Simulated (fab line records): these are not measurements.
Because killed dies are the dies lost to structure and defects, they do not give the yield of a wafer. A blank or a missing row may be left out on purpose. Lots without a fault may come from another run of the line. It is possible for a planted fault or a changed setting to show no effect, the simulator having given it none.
Chamber matching + flow sky130 + SKY_CAPM_CVD_00 on pecvd-02: 3 sister chambers
The step deposits SiO2, target thk 15.5 nm. 6 wafers are shown with their chamber, then 9 later ones without.

## WAFERS WITH THEIR CHAMBER
| wafer  | chamber | heater-power-w (W) |
|--------|---------|--------------------|
| L407.1 | 0       | 928                |
| L407.2 | 1       | 587                |
| L407.4 | 2       | 701                |
| L410.1 | 0       | 909                |
| L410.3 | 2       | 641                |
| L410.5 | 1       | 593                |

## WAFERS WITHOUT THEIR CHAMBER
| wafer  | heater-power-w (W) |
|--------|--------------------|
| L411.2 | 782                |
| L411.3 | 532                |
| L411.6 | 521                |
| L419.1 | 609                |
| L419.4 | 526                |
| L419.5 | 588                |
| L418.2 | 622                |
| L418.5 | 681                |
| L418.6 | 603                |

## EACH ONE'S CHAMBER
| wafer  | from the rows above     | in truth                   |
|--------|-------------------------|----------------------------|
| L411.2 | can't be placed: 2 or 0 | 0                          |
| L411.3 | 1                       | 1                          |
| L411.6 | 1                       | 1                          |
| L419.1 | can't be placed: 1 or 2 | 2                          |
| L419.4 | 1                       | 1                          |
| L419.5 | 1                       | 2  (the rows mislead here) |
| L418.2 | can't be placed: 1 or 2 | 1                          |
| L418.5 | 2                       | 2                          |
| L418.6 | 1                       | 1                          |
5 of 9 placed correctly. Unplaceable from these rows: 3, with the true chamber sitting among the candidates in 3. Wrongly placed: 1.
How it was worked out, from the rows above alone: a wafer's distance from a chamber is the root of the sum, over the readings, of the square of ((its reading less the chamber's mean) divided by the reading's scatter). If the next closest chamber is less than 2 further off than the closest, the wafer can't be placed; otherwise it belongs to the closest. The mean given for a chamber averages the wafers shown for that chamber. The scatter is the square root of a quotient: the sum, over the shown wafers, of each reading's squared deviation from its chamber's mean, divided by wafers minus chambers.
